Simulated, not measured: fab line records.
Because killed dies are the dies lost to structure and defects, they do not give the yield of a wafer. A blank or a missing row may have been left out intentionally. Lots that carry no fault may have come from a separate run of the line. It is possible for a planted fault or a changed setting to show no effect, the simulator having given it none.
Split-lot trial	flow sky130	23 wafers read across 5 lots, on a route 708 steps long

== SPLIT DETAILS ==
At SKY_CONTACT_SPUTTER_23 (material TiN, target thk 20 nm, time 80 s), the setting chamberPressurePa was moved away from the recipe's 5 Pa on 10 of the 23 wafers read, by -6.1% to +11.9%. The other wafers ran this setting at the recipe's value.

The reading comes from the split's own step.

== THE READING ==
TiN_of_CONTACT_SPUTTER_23.thkNm (the simulator's own value, which no gauge read), in nm, at SKY_CONTACT_SPUTTER_23 (material TiN, target thk 20 nm, time 80 s). The file gives no usual value for it. Average 19.85 nm, standard deviation 0.39 nm, over the 13 wafers here run with the recipe.

wafer	tool, chamber at the split	chamberPressurePa as run, Pa	against the recipe	TiN_of_CONTACT_SPUTTER_23.thkNm, nm	against lot-mates on the recipe
L077.1	pvdSputter-03, -	5.594	+11.9%	17.79	no lot-mate on the recipe
L077.2	pvdSputter-03, -	5.594	+11.9%	17.82	no lot-mate on the recipe
L077.3	pvdSputter-03, -	5.594	+11.9%	17.69	no lot-mate on the recipe
L077.4	pvdSputter-03, -	5.594	+11.9%	17.41	no lot-mate on the recipe
L077.5	pvdSputter-03, -	5.594	+11.9%	17.42	no lot-mate on the recipe
L074.1	pvdSputter-01, -	5	recipe	19.11	-
L074.2	pvdSputter-01, -	5	recipe	20.09	-
L074.3	pvdSputter-01, -	5	recipe	19.73	-
L074.5	pvdSputter-01, -	5	recipe	19.25	-
L074.6	pvdSputter-01, -	5	recipe	19.89	-
L079.2	pvdSputter-01, -	4.693	-6.1%	20.41	no lot-mate on the recipe
L079.3	pvdSputter-01, -	4.693	-6.1%	20.95	no lot-mate on the recipe
L079.4	pvdSputter-01, -	4.693	-6.1%	21.13	no lot-mate on the recipe
L079.5	pvdSputter-01, -	4.693	-6.1%	20.45	no lot-mate on the recipe
L079.6	pvdSputter-01, -	4.693	-6.1%	21.17	no lot-mate on the recipe
L080.1	pvdSputter-01, -	5	recipe	19.29	-
L080.2	pvdSputter-01, -	5	recipe	20.08	-
L080.3	pvdSputter-01, -	5	recipe	19.79	-
L080.4	pvdSputter-01, -	5	recipe	20.04	-
L080.5	pvdSputter-01, -	5	recipe	19.96	-
L082.4	pvdSputter-03, -	5	recipe	20.36	-
L082.5	pvdSputter-03, -	5	recipe	20.38	-
L082.6	pvdSputter-03, -	5	recipe	20.04	-

FIT RESULTS
A straight line over all 23 wafers: TiN_of_CONTACT_SPUTTER_23.thkNm changes by -0.18 nm for each +1% of chamberPressurePa; r = -0.95; the points scatter about the line by 0.36 nm.
Too few moved wafers have a lot-mate on the recipe to fit a line with each lot's own level taken away.

== THE FILE'S OWN FIT ==
TiN_of_CONTACT_SPUTTER_23.thkNm changes by -0.179 nm for each +1% of chamberPressurePa, r = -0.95.
